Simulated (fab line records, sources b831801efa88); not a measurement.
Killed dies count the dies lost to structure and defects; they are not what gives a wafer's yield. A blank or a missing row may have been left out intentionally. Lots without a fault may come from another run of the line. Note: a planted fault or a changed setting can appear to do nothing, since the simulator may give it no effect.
The same fault as seen by 2 desks || flow sky130 || only its own numbers are on each desk; what lay behind them is given at the end

FROM THE METROLOGY DESK
What the gauges read for every lot (on any tool): the sampled wafers with a number, averaged. The brackets show how far a lot's mean lies from the usual mean; more than 4 standard deviations puts the lot out of limits, marked OUT.
Columns: A = LI_CONTACT_W_RS at SKY_LI_CONTACT_RS_MEAS_22, usual 0.286 ohm/sq; B = LOCAL_INTERCONNECT_OVL at SKY_LOCAL_INTERCONNECT_OVL_MEAS_12, usual 6 nm; C = CONTACT_HDPCVD_THK at SKY_CONTACT_THK_MEAS_03, usual 562 nm
{"lot": "L627", "first seen here": "day 29 01:19", "A": 0.288, "B": 5, "C": 569}
{"lot": "L632", "first seen here": "day 31 07:11", "A": 0.284, "B": -0, "C": 556}
{"lot": "L633", "first seen here": "day 31 10:29", "A": 0.287, "B": -2, "C": 562}
{"lot": "L634", "first seen here": "day 31 15:29", "A": 0.287, "B": 6, "C": 563}
{"lot": "L635", "first seen here": "day 32 04:31", "A": 0.285, "B": 10, "C": 571}
{"lot": "L636", "first seen here": "day 32 09:05", "A": 0.286, "B": 5, "C": 563}
{"lot": "L638", "first seen here": "day 32 21:17", "A": 0.287, "B": 8, "C": "610 (+7.9) OUT"}
{"lot": "L640", "first seen here": "day 33 13:43", "A": 0.283, "B": 12, "C": "606 (+7.4) OUT"}
{"lot": "L641", "first seen here": "day 33 21:16", "A": 0.281, "B": -4, "C": "622 (+10) OUT"}
{"lot": "L648", "first seen here": "day 36 01:36", "A": 0.286, "B": 12, "C": 560}
{"lot": "L649", "first seen here": "day 36 10:42", "A": 0.288, "B": 11, "C": 552}
{"lot": "L650", "first seen here": "day 36 13:01", "A": 0.290, "B": 11, "C": 564}
This desk finds L638, L640, L641 out of limits, with the earliest case on L638 at day 34 02:31 (CONTACT_HDPCVD_THK at SKY_CONTACT_THK_MEAS_03). Within limits: L627, L632, L633, L634, L635, L636, L648, L649, L650.

DESK OF THE TOOL OWNER: hdpcvd-02
The tool's own readings at SKY_CONTACT_HDPCVD_02 (deposits SiO2, target thk 565 nm, time 94.2 s): means of the sampled wafers that have a number, for each lot that ran on this tool. The brackets show how far a lot's mean lies from the usual mean; more than 4 standard deviations puts the lot out of limits, marked OUT.
Columns: A = run-length-s at SKY_CONTACT_HDPCVD_02, usual 122.3 s
{"lot": "L627", "first seen here": "day 30 06:44", "A": 122.7}
{"lot": "L635", "first seen here": "day 33 08:31", "A": 122.4}
{"lot": "L636", "first seen here": "day 33 13:32", "A": 122.5}
{"lot": "L638", "first seen here": "day 34 02:26", "A": "130.4 (+25) OUT"}
{"lot": "L640", "first seen here": "day 34 17:59", "A": "130.3 (+24) OUT"}
{"lot": "L641", "first seen here": "day 35 01:22", "A": "130.2 (+24) OUT"}
{"lot": "L649", "first seen here": "day 37 14:18", "A": 122.4}
{"lot": "L650", "first seen here": "day 37 16:48", "A": 122.5}
Finding of this desk: L638, L640, L641 out of limits; the first was L638 at day 34 02:26, on run-length-s at SKY_CONTACT_HDPCVD_02. Within limits: L627, L635, L636, L649, L650.

ALL TOGETHER
The tool owner's desk could have raised an alarm at day 34 02:26, on L638, L640, L641.
At day 34 02:31 the metrology desk could have sounded an alarm, on L638, L640, L641.
Every lot named ran SKY_CONTACT_HDPCVD_02 on hdpcvd-02.

WHAT THE SIMULATOR HAD PUT IN
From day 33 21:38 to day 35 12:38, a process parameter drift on hdpcvd-02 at SKY_CONTACT_HDPCVD_02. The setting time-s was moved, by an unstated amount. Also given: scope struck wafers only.
Lots struck among those shown: L638, L640, L641.
Delay (hours) between the fault's onset and each desk's first out-of-limits reading: 5 at the tool owner's desk, 5 at the metrology desk.
